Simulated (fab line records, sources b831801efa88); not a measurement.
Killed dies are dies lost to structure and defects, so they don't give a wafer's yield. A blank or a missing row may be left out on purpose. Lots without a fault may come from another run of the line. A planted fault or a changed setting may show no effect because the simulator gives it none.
Which tool did it? | flow sky130 | 6 lots, 18 wafers sampled, at 1 step of a route of 708

WHAT THE GAUGES READ, wafer by wafer
SKY_FIELD_ISO_THK_MEAS_04.
lot  | measured    | on            | FIELD_ISO_CVD_03_THK (nm)
L774 | day 2 08:15 | film_metro-02 | 165.0 166.3 165.0
L775 | day 3 01:41 | film_metro-02 | 163.2 162.1 162.7
L778 | day 3 06:04 | film_metro-04 | 164.3 165.7 163.4
L784 | day 4 07:23 | film_metro-04 | 163.7 163.5 163.5
L791 | day 5 18:22 | film_metro-02 | 163.5 162.6 162.5
L793 | day 6 04:15 | film_metro-02 | 161.1 162.7 162.2

WHICH TOOL RAN EACH LOT (tool, then ch and the chambers of the sampled wafers, then the start)
The record holds no process step before these readings.

THE ANSWER, worked out from the rows above alone
Rule: what is usual is taken from the lots themselves. Put in order of their means at a reading, lots are off if they are a third of the lots or fewer, leave a main group of 4 or more, and stand apart from it by a gap of 3 or more times the standard deviation of the main group's means; of several such gaps the widest counts. A main group whose means are all the same, to the digits that the tables above print for the reading, isn't used. A lot without any number at a reading at which 4 lots or more have one is off too. The other lots that the step has rows for count as sound.
No lot is off at any reading shown: from this, nothing can be told.

WHAT THE SIMULATOR HAD PUT IN
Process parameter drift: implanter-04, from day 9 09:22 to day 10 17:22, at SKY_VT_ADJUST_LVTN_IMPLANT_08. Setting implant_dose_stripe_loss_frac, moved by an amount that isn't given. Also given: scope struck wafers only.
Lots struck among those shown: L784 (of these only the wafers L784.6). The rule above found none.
